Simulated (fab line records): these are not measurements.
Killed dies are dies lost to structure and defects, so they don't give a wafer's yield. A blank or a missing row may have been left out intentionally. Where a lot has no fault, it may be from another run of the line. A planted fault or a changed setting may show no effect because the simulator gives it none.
fab line records ; flow sky130
[record] lots = 7; wafers = 18; lastDay = 50
route steps=708 shown SONOS_ONO@186 GATE_OXIDE@187 POLY_GATE@204 RES_PROTECT@206 PAD_OPEN@708
lots untouched by any fault: they come from a run of this same line in which no faults occurred
startH: the number of hours between the record's first day and the start of the first shown wafer of the lot ; waitH: hours since the lot's step before ; " as in the row above ; L1.1+2: one row covering several wafers at once ; - either no value or no given start ; * or withheld: withheld ; < > ~ a bound
route shown NAME@n: NAME is a module with steps in the file, n the number in the route of the first one ; usual: the fault-free wafers' mean and standard deviation ; same: alike in all rows ; chamber/n: place in a boat ; sites: the reading at each site ; _std_site: standard deviation of those values ; _edge_site: outer sites' mean less inner sites' ; radiusMm: for every site, how far away it sits from the centre of the wafer ; mask NAME#n: copy n ; behind: the last tool/chamber to shape the wafer ; hold: reason for holding the lot/hours on hold/outcome of the hold ; device: whichever transistor did not switch (one of n, p or np) ; end of line: the tests these same wafers got at the end of their route ; a step given without rows: its recipe and nothing more ; killed: not the wafer's yield, but the dies lost to structure and defects at the first sort ; map: a wafer's dies, x killed, . not, _ none there
set.NAME: setting as actually run; set.NAME@STEP: the setting as run at that earlier step ; model.NAME: the simulator's own value behind a step, which no gauge read
lots at some steps of the route; a table a step, a row a wafer
services: a tool's chamber out of use, with start hour (startH, from the record's first day; less than 0 if before it), hours out, and reason
[[steps]]
[step SKY_SONOS_ONO_WET_ETCH_18]
[recipe] chemistry = H3PO4; targetDepthNm = 15; target = Si3N4; tempC = 160; timeS = 172
[step SKY_GATE_OXIDE_CLEAN_00]
[recipe] chemistry = SC1/SC2; mix = 1:4:20; tempC = 70; timeS = 150; dry = n2Spin
[step SKY_GATE_OXIDE_OXIDATION_01]
[recipe] tempC = 900; ambient = O2; stabiliseS = 600; purgeS = 300; targetThkA = 102.68; oxTimeS = 1473
[step SKY_GATE_OXIDE_THK_MEAS_02]
[recipe] reads = SiO2_of_GATE_OXIDE_OXIDATION_01
[usual] GATE_OXIDE_OXIDATION_00_THK = 10.24/0.19
lot.wafer;tool;chamber;startH;waitH;GATE_OXIDE_OXIDATION_00_THK[nm]
L548.2;filmMetro-02;-;312.05;0.0;10.24
L548.3;filmMetro-02;-;312.05;0.0;10.04
L548.5;filmMetro-02;-;312.05;0.0;10.09
L552.1;filmMetro-01;-;345.51;0.0;10.39
L552.2;filmMetro-01;-;345.51;0.0;10.45
L552.4;filmMetro-01;-;345.51;0.0;10.14
L554.2;filmMetro-01;-;356.51;0.0;10.52
L554.5;filmMetro-01;-;356.51;0.0;10.33
L555.3;filmMetro-02;-;362.31;0.0;10.31
L555.5;filmMetro-02;-;362.31;0.0;10.37
L556.1;filmMetro-04;-;367.95;0.0;10.53
L556.2;filmMetro-04;-;367.95;0.0;10.61
L563.1;filmMetro-04;-;434.41;0.0;10.18
L563.3;filmMetro-04;-;434.41;0.0;10.17
L563.5;filmMetro-04;-;434.41;0.0;10.25
L566.1;filmMetro-04;-;457.86;0.0;10.04
L566.4;filmMetro-04;-;457.86;0.0;10.31
L566.6;filmMetro-04;-;457.86;0.0;10.15
[step SKY_GATE_OXIDE_DEHYDRATE_03]
[recipe] tempC = 200; timeS = 60
[step SKY_GATE_OXIDE_HMDS_04]
[recipe] primeTimeS = 60; primeTempC = 120
[step SKY_GATE_OXIDE_COAT_05]
[recipe] resist = NOVOLAK; spinRpm = 3000; resistThkNm = 1140
[step SKY_GATE_OXIDE_SOFTBAKE_06]
[recipe] tempC = 90; timeS = 60; resist = NOVOLAK
[step SKY_GATE_OXIDE_EXPOSE_07]
[recipe] maskId = LVOM; na = 0.6; sourceShape = conventional; sigmaOuter = 0.6; polarization = unpolarized; targetCdNm = 600; doseMj = 170
[step SKY_GATE_OXIDE_PEB_08]
[recipe] tempC = withheld; timeS = *; resist = NOVOLAK
[step SKY_GATE_OXIDE_DEVELOP_09]
[recipe] resist = NOVOLAK; developer = TMAH; developTimeS = 60; devTempC = 23
[step SKY_GATE_OXIDE_OVL_MEAS_10]
[usual] GATE_OXIDE_OVL = -0.2/1.7
lot.wafer;tool;chamber;startH;waitH;GATE_OXIDE_OVL[nm]
L548.2;overlay-01;-;336.92;0.1;-2.9
L548.3;overlay-01;-;336.92;0.1;-3.0
L548.5;overlay-01;-;336.92;0.1;-2.4
L552.1;overlay-02;-;373.07;0.1;1.6
L552.2;overlay-02;-;373.07;0.1;0.7
L552.4;overlay-02;-;373.07;0.1;1.7
L554.2;overlay-01;-;383.80;0.1;0.8
L554.5;overlay-01;-;383.80;0.1;1.3
L555.3;overlay-02;-;390.13;0.1;-0.5
L555.5;overlay-02;-;390.13;0.1;0.5
L556.1;overlay-01;-;395.67;0.1;1.8
L556.2;overlay-01;-;395.67;0.1;0.6
L563.1;overlay-01;-;465.51;0.1;0.0
L563.3;overlay-01;-;465.51;0.1;-0.7
L563.5;overlay-01;-;465.51;0.1;-0.3
L566.1;overlay-01;-;489.12;0.1;0.0
L566.4;overlay-01;-;489.12;0.1;-0.7
L566.6;overlay-01;-;489.12;0.1;-2.5
[step SKY_GATE_OXIDE_IMPLANT_11]
[recipe] species = B; energyKev = 10; doseCm2 = 2.6e+12; tiltDeg = withheld
[usual] faradayCurrentUA = 14.69/0.3
lot.wafer;tool;chamber;startH;waitH;faradayCurrentUA
L548.2;implanter-04;0;336.98;0.0;14.34
L548.3;implanter-04;0;336.98;0.0;14.58
L548.5;implanter-04;0;336.98;0.0;14.25
L552.1;implanter-04;0;373.10;0.0;14.70
L552.2;implanter-04;0;373.10;0.0;15.14
L552.4;implanter-04;0;373.10;0.0;14.93
L554.2;implanter-04;0;383.86;0.0;14.71
L554.5;implanter-04;0;383.86;0.0;15.20
L555.3;implanter-04;0;390.20;0.1;14.72
L555.5;implanter-04;0;390.20;0.1;14.69
L556.1;implanter-04;0;395.71;0.0;14.39
L556.2;implanter-04;0;395.71;0.0;14.50
L563.1;implanter-01;0;465.55;0.0;14.65
L563.3;implanter-01;0;465.55;0.0;14.52
L563.5;implanter-01;0;465.55;0.0;14.79
L566.1;implanter-01;0;489.15;0.0;15.14
L566.4;implanter-01;0;489.15;0.0;14.54
L566.6;implanter-01;0;489.15;0.0;14.95
[step SKY_GATE_OXIDE_WET_ETCH_12]
[recipe] chemistry = dHF; targetDepthNm = 16.8; dry = n2Spin; target = SiO2; dilution = 100:1; tempC = 25; timeS = 336
[step SKY_GATE_OXIDE_STRIP_13]
[recipe] chemistry = O2/N2; powerW = 1400; pressureMtorr = 1500; platenTempC = withheld; o2FlowSccm = 3000; n2FlowSccm = 300; overashFraction = 0.5
[usual] drypumpMotorCurrentA = 5.7/0.52; o2FlowSccm = 3000/9; oesProductAu = 0.715/0.0046; stripTimeToEndpointS = 14.19/0.039
lot.wafer;tool;chamber;startH;waitH;drypumpMotorCurrentA;o2FlowSccm;oesProductAu;rfHoursCounterH;stripTimeToEndpointS
L548.2;plasmaAsher-04;1;337.21;0.0;5.2;3008;0.718;67;14.20
L548.3;plasmaAsher-04;1;337.21;0.0;5.2;2994;0.713;-;14.20
L548.5;plasmaAsher-04;1;337.21;0.0;5.2;3000;0.710;-;14.19
L552.1;plasmaAsher-02;0;373.35;0.0;6.1;2994;0.722;55;14.16
L552.2;plasmaAsher-02;1;373.35;0.0;5.5;2978;0.726;55;14.18
L552.4;plasmaAsher-02;0;373.35;0.0;6.1;2992;0.722;-;14.21
L554.2;plasmaAsher-02;1;384.09;0.0;5.5;3007;0.711;56;14.15
L554.5;plasmaAsher-02;0;384.09;0.0;6.1;2994;0.718;-;14.17
L555.3;plasmaAsher-04;1;390.44;0.0;5.2;2999;0.712;-;14.16
L555.5;plasmaAsher-04;1;390.44;0.0;5.2;2999;0.711;-;14.16
L556.1;plasmaAsher-04;0;395.96;0.0;6.1;2998;0.715;73;14.16
L556.2;plasmaAsher-04;1;395.96;0.0;5.2;3012;0.722;73;14.18
L563.1;plasmaAsher-01;1;465.80;0.0;5.0;2993;0.720;72;14.13
L563.3;plasmaAsher-01;1;465.80;0.0;5.0;2994;0.723;-;14.13
L563.5;plasmaAsher-01;1;465.80;0.0;5.0;2987;0.712;-;14.14
L566.1;plasmaAsher-04;0;489.41;0.0;6.2;3006;0.713;6;14.19
L566.4;plasmaAsher-04;1;489.41;0.0;5.2;3008;0.720;-;14.16
L566.6;plasmaAsher-04;1;489.41;0.0;5.3;3007;0.718;-;14.20
[step SKY_GATE_OXIDE_TW_MEAS_14]
[usual] GATE_OXIDE_TW = 226.9/1.3
lot.wafer;tool;chamber;startH;waitH;GATE_OXIDE_TW
L548.2;filmMetro-04;-;337.32;0.1;230.0
L548.3;filmMetro-04;-;337.32;0.1;228.7
L548.5;filmMetro-04;-;337.32;0.1;229.8
L552.1;filmMetro-01;-;373.45;0.1;226.4
L552.2;filmMetro-01;-;373.45;0.1;226.7
L552.4;filmMetro-01;-;373.45;0.1;226.9
L554.2;filmMetro-02;-;384.20;0.1;227.4
L554.5;filmMetro-02;-;384.20;0.1;224.6
L555.3;filmMetro-01;-;390.52;0.1;226.3
L555.5;filmMetro-01;-;390.52;0.1;226.6
L556.1;filmMetro-01;-;396.06;0.1;225.6
L556.2;filmMetro-01;-;396.06;0.1;226.6
L563.1;filmMetro-02;-;465.90;0.1;226.3
L563.3;filmMetro-02;-;465.90;0.1;226.3
L563.5;filmMetro-02;-;465.90;0.1;226.1
L566.1;filmMetro-01;-;489.51;0.1;224.2
L566.4;filmMetro-01;-;489.51;0.1;225.9
L566.6;filmMetro-01;-;489.51;0.1;227.2
[step SKY_GATE_OXIDE_CLEAN_15]
[recipe] chemistry = SC1/SC2; mix = 1:4:20; tempC = 70; timeS = 150; dry = n2Spin
[step SKY_GATE_OXIDE_OXIDATION_16]
[recipe] tempC = 800; ambient = O2; idleTempC = 700; rampUpCPerMin = 10; rampDownCPerMin = 3; stabiliseS = 600; purgeS = 300; targetThkA = 35.7; oxTimeS = 1915
[step SKY_POLY_GATE_CVD_00]
[recipe] material = poly-Si; targetThkNm = 180; tempC = 620; timeS = 720; pressureMtorr = 200
[step SKY_POLY_GATE_THK_MEAS_01]
[recipe] reads = poly-Si_of_POLY_GATE_CVD_00
[usual] POLY_GATE_CVD_00_THK = 179.7/1.6
lot.wafer;tool;chamber;startH;waitH;POLY_GATE_CVD_00_THK[nm]
L548.2;filmMetro-04;-;342.04;0.0;180.6
L548.3;filmMetro-04;-;342.04;0.0;179.6
L548.5;filmMetro-04;-;342.04;0.0;180.7
L552.1;filmMetro-02;-;376.30;0.0;179.6
L552.2;filmMetro-02;-;376.30;0.0;179.2
L552.4;filmMetro-02;-;376.30;0.0;179.6
L554.2;filmMetro-02;-;387.65;0.0;178.7
L554.5;filmMetro-02;-;387.65;0.0;177.4
L555.3;filmMetro-04;-;393.89;0.0;179.5
L555.5;filmMetro-04;-;393.89;0.0;177.9
L556.1;filmMetro-04;-;399.36;0.0;178.2
L556.2;filmMetro-04;-;399.36;0.0;179.6
L563.1;filmMetro-02;-;470.32;0.0;180.8
L563.3;filmMetro-02;-;470.32;0.0;181.3
L563.5;filmMetro-02;-;470.32;0.0;179.6
L566.1;filmMetro-04;-;492.35;0.0;182.1
L566.4;filmMetro-04;-;492.35;0.0;180.8
L566.6;filmMetro-04;-;492.35;0.0;182.8
[step SKY_RES_PROTECT_DEHYDRATE_00]
[recipe] tempC = 200; timeS = 60
[step SKY_RES_PROTECT_HMDS_01]
[recipe] primeTimeS = 60; primeTempC = 120
[step SKY_RES_PROTECT_COAT_02]
[recipe] resist = NOVOLAK; spinRpm = 3000; resistThkNm = 1140
[step SKY_RES_PROTECT_SOFTBAKE_03]
[recipe] tempC = 90; timeS = 60; resist = NOVOLAK
[step SKY_RES_PROTECT_EXPOSE_04]
[recipe] maskId = RPM; na = 0.6; sourceShape = conventional; sigmaOuter = 0.6; polarization = unpolarized; targetCdNm = 1270; doseMj = 131
[step SKY_RES_PROTECT_PEB_05]
[recipe] tempC = withheld; timeS = *; resist = NOVOLAK
[step SKY_RES_PROTECT_DEVELOP_06]
[recipe] resist = NOVOLAK; developer = TMAH; developTimeS = 60; devTempC = 23
[step SKY_POLY_GATE_IMPLANT_02]
[recipe] species = P; energyKev = 30; doseCm2 = 7.7e+15; tiltDeg = 0
[step SKY_RES_PROTECT_STRIP_07]
[recipe] chemistry = O2/N2; powerW = 1400; pressureMtorr = 1500; platenTempC = withheld; o2FlowSccm = 3000; n2FlowSccm = 300; overashFraction = 0.5
[usual] drypumpMotorCurrentA = 5.7/0.56; o2FlowSccm = 3000/10; oesProductAu = 0.518/0.0047; stripTimeToEndpointS = 23.30/0.045
lot.wafer;tool;chamber;startH;waitH;drypumpMotorCurrentA;o2FlowSccm;oesProductAu;rfHoursCounterH;stripTimeToEndpointS
L548.2;plasmaAsher-03;0;368.87;0.1;5.7;2947;0.519;25;23.31
L548.3;plasmaAsher-03;1;368.87;0.1;5.7;3001;0.512;-;23.30
L548.5;plasmaAsher-03;1;368.87;0.1;5.7;3009;0.510;-;23.34
L552.1;plasmaAsher-01;1;404.85;0.1;5.0;3003;0.521;66;23.28
L552.2;plasmaAsher-01;0;404.85;0.1;6.4;3013;0.518;66;23.27
L552.4;plasmaAsher-01;1;404.85;0.1;5.0;3006;0.517;-;23.27
L554.2;plasmaAsher-04;1;417.48;0.1;5.2;2990;0.518;75;23.33
L554.5;plasmaAsher-04;0;417.48;0.1;6.1;3002;0.521;-;23.30
L555.3;plasmaAsher-01;1;423.70;0.1;5.0;2974;0.506;-;23.25
L555.5;plasmaAsher-01;1;423.70;0.1;5.0;2980;0.522;-;23.26
L556.1;plasmaAsher-01;1;429.70;0.1;5.0;2999;0.520;69;23.34
L556.2;plasmaAsher-01;0;429.70;0.1;6.4;2995;0.514;69;23.27
L563.1;plasmaAsher-04;0;501.00;0.1;6.1;2986;0.522;7;23.28
L563.3;plasmaAsher-04;1;501.00;0.1;5.1;2995;0.503;-;23.32
L563.5;plasmaAsher-04;1;501.00;0.1;5.2;3009;0.513;-;23.34
L566.1;plasmaAsher-01;1;522.08;0.1;5.0;2994;0.515;78;23.30
L566.4;plasmaAsher-01;1;522.08;0.1;5.0;2983;0.515;-;23.27
L566.6;plasmaAsher-01;0;522.08;0.1;6.4;3002;0.513;-;23.34
[step SKY_RES_PROTECT_TW_MEAS_08]
[usual] POLY_GATE_TW = 4065/33
lot.wafer;tool;chamber;startH;waitH;POLY_GATE_TW
L548.2;filmMetro-03;-;368.98;0.1;4056
L548.3;filmMetro-03;-;368.98;0.1;4047
L548.5;filmMetro-03;-;368.98;0.1;4042
L552.1;filmMetro-01;-;404.95;0.1;4069
L552.2;filmMetro-01;-;404.95;0.1;4069
L552.4;filmMetro-01;-;404.95;0.1;4087
L554.2;filmMetro-03;-;417.59;0.1;4044
L554.5;filmMetro-03;-;417.59;0.1;4048
L555.3;filmMetro-04;-;423.79;0.1;4082
L555.5;filmMetro-04;-;423.79;0.1;4079
L556.1;filmMetro-04;-;429.80;0.1;4097
L556.2;filmMetro-04;-;429.80;0.1;4096
L563.1;filmMetro-01;-;501.10;0.1;4075
L563.3;filmMetro-01;-;501.10;0.1;4044
L563.5;filmMetro-01;-;501.10;0.1;4060
L566.1;filmMetro-03;-;522.18;0.1;4029
L566.4;filmMetro-03;-;522.18;0.1;4023
L566.6;filmMetro-03;-;522.18;0.1;4044
[step SKY_RES_PROTECT_CLEAN_09]
[recipe] chemistry = SC1/SC2; mix = 1:4:20; tempC = 70; timeS = 150; dry = n2Spin
[step SKY_POLY_GATE_CVD_03]
[recipe] material = Si3N4; precursor = DCS/NH3; targetThkNm = 75; tempC = 770; timeS = 1290; pressureMtorr = 250
[step SKY_POLY_GATE_THK_MEAS_04]
[recipe] reads = Si3N4_of_POLY_GATE_CVD_03
[usual] POLY_GATE_CVD_03_THK = 74.9/0.65
lot.wafer;tool;chamber;startH;waitH;POLY_GATE_CVD_03_THK[nm]
L548.2;filmMetro-02;-;371.60;0.0;75.2
L548.3;filmMetro-02;-;371.60;0.0;75.2
L548.5;filmMetro-02;-;371.60;0.0;75.5
L552.1;filmMetro-04;-;407.49;0.0;73.8
L552.2;filmMetro-04;-;407.49;0.0;74.2
L552.4;filmMetro-04;-;407.49;0.0;75.0
L554.2;filmMetro-04;-;420.53;0.0;74.7
L554.5;filmMetro-04;-;420.53;0.0;74.4
L555.3;filmMetro-02;-;428.53;0.0;75.5
L555.5;filmMetro-02;-;428.53;0.0;75.8
L556.1;filmMetro-04;-;431.65;0.0;74.6
L556.2;filmMetro-04;-;431.65;0.0;74.4
L563.1;filmMetro-03;-;506.10;0.0;74.5
L563.3;filmMetro-03;-;506.10;0.0;74.2
L563.5;filmMetro-03;-;506.10;0.0;74.4
L566.1;filmMetro-02;-;523.65;0.0;75.2
L566.4;filmMetro-02;-;523.65;0.0;74.5
L566.6;filmMetro-02;-;523.65;0.0;74.4
[step SKY_POLY_GATE_DEHYDRATE_05]
[recipe] tempC = 200; timeS = 60
[step SKY_POLY_GATE_HMDS_06]
[recipe] primeTimeS = 60; primeTempC = 120
[step SKY_POLY_GATE_COAT_07]
[recipe] resist = BARC; tempC = withheld; timeS = withheld; spinRpm = 3000; resistThkNm = 110
[step SKY_POLY_GATE_COAT_08]
[recipe] resist = KrF-thick; spinRpm = 3000; resistThkNm = 450
[step SKY_POLY_GATE_SOFTBAKE_09]
[recipe] tempC = 100; timeS = 90; resist = KrF-thick
[step SKY_POLY_GATE_EXPOSE_10]
[recipe] maskId = P1M; na = 0.68; sourceShape = conventional; sigmaOuter = 0.6; targetCdNm = 150; doseMj = 28
[step SKY_POLY_GATE_PEB_11]
[recipe] pebTempC = withheld; pebTimeS = withheld; resist = KrF-thick
[step SKY_POLY_GATE_DEVELOP_12]
[recipe] developTimeS = 60; resist = KrF-thick; devTempC = 21
[step SKY_POLY_GATE_CD_MEAS_13]
[recipe] targetCdNm = 150
[usual] cdNm = 150.1/1.4
lot.wafer;tool;chamber;startH;waitH;cdNm
L548.2;cdSem-01;-;399.90;-;150.1
L548.3;cdSem-01;-;399.90;-;150.5
L548.5;cdSem-01;-;399.90;-;150.4
L552.1;cdSem-01;-;437.82;-;149.9
L552.2;cdSem-01;-;437.82;-;150.6
L552.4;cdSem-01;-;437.82;-;150.9
L554.2;cdSem-01;-;451.37;-;150.2
L554.5;cdSem-01;-;451.37;-;149.6
L555.3;cdSem-01;-;459.36;-;149.7
L555.5;cdSem-01;-;459.36;-;150.8
L556.1;cdSem-01;-;462.73;-;151.0
L556.2;cdSem-01;-;462.73;-;150.3
L563.1;cdSem-02;-;536.05;-;149.5
L563.3;cdSem-02;-;536.05;-;150.8
L563.5;cdSem-02;-;536.05;-;150.1
L566.1;cdSem-01;-;553.63;-;151.6
L566.4;cdSem-01;-;553.63;-;151.4
L566.6;cdSem-01;-;553.63;-;152.6
[step SKY_PAD_OPEN_PROBE_99]
lot.wafer;tool;chamber;startH;waitH;model.etest.nfet_01v8.driveUaUmRange;model.etest.pfet_01v8.driveUaUmRange;model.etest.pfet_01v8_lvt.vtVRange;model.etest.pfet_01v8.vtVRange;model.etest.nfet_01v8.vtVRange
L548.2;prober-01;-;1100.01;0.1;12.18;4.199;0.008413;0.01157;0.009855
L548.3;prober-01;-;1100.06;0.2;12.87;5.538;0.01179;0.009341;0.01106
L548.5;prober-01;-;1100.16;0.2;8.533;7.29;0.01785;0.008127;0.007287
L552.1;prober-01;-;1123.77;0.1;6.798;4.4;0.01924;0.01038;0.008564
L552.2;prober-01;-;1123.82;0.1;10.98;7.09;0.01802;0.00677;0.00777
L552.4;prober-01;-;1123.92;0.2;10.22;6.27;0.02114;0.009224;0.009544
L554.2;prober-01;-;1132.90;0.1;9.403;7.213;0.02349;0.009579;0.01214
L554.5;prober-01;-;1133.05;0.2;20.02;11.24;0.1523;0.05104;0.0209
L555.3;prober-02;-;1138.31;0.2;13.92;9.748;0.01437;0.01877;0.0137
L555.5;prober-02;-;1138.41;0.2;19;12.18;0.138;0.05993;0.02198
L556.1;prober-01;-;1140.40;0.1;19.73;12.36;0.1324;0.0578;0.01625
L556.2;prober-01;-;1140.45;0.1;11.11;2.715;0.009203;0.009034;0.01214
L563.1;prober-02;-;1180.24;0.1;7.038;3.671;0.01497;0.007088;0.01015
L563.3;prober-02;-;1180.34;0.2;5.109;6.6;0.01246;0.007983;0.00726
L563.5;prober-02;-;1180.44;0.2;6.852;4.098;0.008931;0.01227;0.01136
L566.1;prober-02;-;1191.55;0.1;11.3;6.112;0.02642;0.00907;0.008398
L566.4;prober-02;-;1191.70;0.2;6.402;5.97;0.02473;0.01521;0.01024
L566.6;prober-02;-;1191.80;0.2;6.752;8.624;0.02536;0.0111;0.008208
// killed by level:class
L548.2 VIA1:geometricParticle:open=12 CONTACT:geometricParticle:open=11 VIA3:geometricParticle:open=10 FIELD_ISO:geometricParticle:open=5 METAL1:geometricParticle:short=5 VIA1:geometricParticle:short=5 CONTACT:geometricParticle:short=4 METAL3:geometricParticle:short=4
L548.3 CONTACT:geometricParticle:open=15 VIA1:geometricParticle:open=12 VIA3:geometricParticle:open=12 LI_CONTACT:geometricParticle:open=9 METAL1:geometricParticle:short=9 CONTACT:geometricParticle:short=7 METAL4:geometricParticle:short=5 LOCAL_INTERCONNECT:geometricParticle:short=4
L548.5 LI_CONTACT:geometricParticle:open=16 CONTACT:geometricParticle:open=10 FIELD_ISO:geometricParticle:open=9 VIA1:geometricParticle:open=9 VIA3:geometricParticle:open=6 METAL4:geometricParticle:short=5 FIELD_ISO:geometricParticle:short=4 POLY_GATE:geometricParticle:short=4
L552.1 CONTACT:geometricParticle:open=7 METAL4:geometricParticle:short=7 POLY_GATE:geometricParticle:short=5 CONTACT:geometricParticle:short=5 METAL1:geometricParticle:short=5 VIA1:geometricParticle:open=5 FIELD_ISO:geometricParticle:short=4 VIA1:geometricParticle:short=4
L552.2 VIA1:geometricParticle:short=11 CONTACT:geometricParticle:open=9 VIA2:geometricParticle:open=9 VIA1:geometricParticle:open=8 METAL1:geometricParticle:short=5 VIA3:geometricParticle:open=4 LI_CONTACT:geometricParticle:open=3 CONTACT:geometricParticle:short=3
L552.4 METAL2:geometricParticle:short=11 VIA1:geometricParticle:open=10 CONTACT:geometricParticle:open=7 CONTACT:geometricParticle:short=6 LI_CONTACT:geometricParticle:open=5 VIA2:geometricParticle:open=5 FIELD_ISO:geometricParticle:short=4 LOCAL_INTERCONNECT:geometricParticle:short=4
L556.1 VIA1:geometricParticle:open=12 VIA1:geometricParticle:short=10 VIA2:geometricParticle:open=7 FIELD_ISO:geometricParticle:short=6 POLY_GATE:geometricParticle:open=6 LI_CONTACT:geometricParticle:open=6 VIA2:geometricParticle:short=6 FIELD_ISO:geometricParticle:open=5
L556.2 VIA2:geometricParticle:open=16 VIA1:geometricParticle:open=10 CONTACT:geometricParticle:open=8 LI_CONTACT:geometricParticle:open=7 METAL2:geometricParticle:short=7 LOCAL_INTERCONNECT:geometricParticle:short=6 FIELD_ISO:geometricParticle:short=4 POLY_GATE:geometricParticle:short=4
L563.1 CONTACT:geometricParticle:open=11 VIA1:geometricParticle:open=9 FIELD_ISO:geometricParticle:open=7 VIA3:geometricParticle:open=6 LI_CONTACT:geometricParticle:open=5 VIA1:geometricParticle:short=5 POLY_GATE:geometricParticle:open=3 CONTACT:geometricParticle:short=3
L563.3 VIA1:geometricParticle:open=12 METAL2:geometricParticle:short=7 FIELD_ISO:geometricParticle:short=6 CONTACT:geometricParticle:open=6 VIA1:geometricParticle:short=6 METAL1:geometricParticle:short=6 VIA3:geometricParticle:open=6 VIA2:geometricParticle:open=5
L563.5 CONTACT:geometricParticle:open=11 VIA3:geometricParticle:open=11 VIA2:geometricParticle:open=8 VIA1:geometricParticle:open=7 METAL1:geometricParticle:short=6 CONTACT:geometricParticle:short=5 FIELD_ISO:geometricParticle:open=4 METAL2:geometricParticle:short=4
L566.1 CONTACT:geometricParticle:open=13 VIA1:geometricParticle:open=12 VIA2:geometricParticle:open=11 VIA1:geometricParticle:short=7 METAL2:geometricParticle:short=7 CONTACT:geometricParticle:short=6 METAL3:geometricParticle:short=6 VIA3:geometricParticle:open=6
L566.4 VIA1:geometricParticle:open=12 VIA3:geometricParticle:open=12 LI_CONTACT:geometricParticle:open=5 VIA1:geometricParticle:short=5 POLY_GATE:geometricParticle:open=4 POLY_GATE:geometricParticle:short=4 METAL1:geometricParticle:short=4 VIA2:geometricParticle:open=4
L566.6 VIA1:geometricParticle:open=13 LI_CONTACT:geometricParticle:open=9 METAL1:geometricParticle:short=7 VIA2:geometricParticle:open=7 VIA3:geometricParticle:open=6 CONTACT:geometricParticle:open=5 POLY_GATE:geometricParticle:open=4 LOCAL_INTERCONNECT:geometricParticle:open=4
[[services]]
tool;chamber;startH;hours;kind
plasmaAsher-02;-;347.59;2.8;pm
implanter-01;-;355.08;3.9;repair
implanter-01;-;377.12;2.4;repair
plasmaAsher-03;-;411.66;0.6;repair
plasmaAsher-04;-;421.25;9.0;pm
plasmaAsher-04;0;421.25;9.0;ventCycle
plasmaAsher-04;1;421.25;9.0;ventCycle
plasmaAsher-04;0;430.25;-;clean
plasmaAsher-04;1;430.25;-;clean
plasmaAsher-01;-;447.50;4.0;repair
implanter-04;-;466.22;4.2;repair
implanter-04;-;466.71;3.8;repair
plasmaAsher-04;-;507.15;6.7;repair
implanter-04;-;508.58;1.4;repair
plasmaAsher-02;-;513.63;28.1;pm
[[key]]
firstSign none at tools or gauges
[modelEffect] step = SKY_PAD_OPEN_PROBE_99; value = etest.nfet_01v8.driveUaUmRange; without = 10.04; struck = 19.58
metAt SKY_GATE_OXIDE_IMPLANT_11
struckWafers L554.5,L555.5,L556.1
sortLeftOut L554.5,L555.5
testerLeftOut L554,L555,L556
onsetBetween 373.10 383.86
[fault] kind = processParameterDrift; tool = implanter-04; chamber = -; onsetH = 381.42; steps = SKY_GATE_OXIDE_IMPLANT_11; channel = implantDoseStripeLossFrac; offset = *; shape = step; endH = 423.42; scope = struckWafersOnly
// testerLeftOut: of these lots the tester's yield and bins aren't shown, on N5 and GAA mostly nor the transistor test; their killed dies are dies lost to structure and defects alone, not to doping, threshold or leakage, so they don't give the yield
// sortLeftOut: the simulated sort isn't trusted on such a fault, so these wafers' sort isn't shown, and their yield isn't known
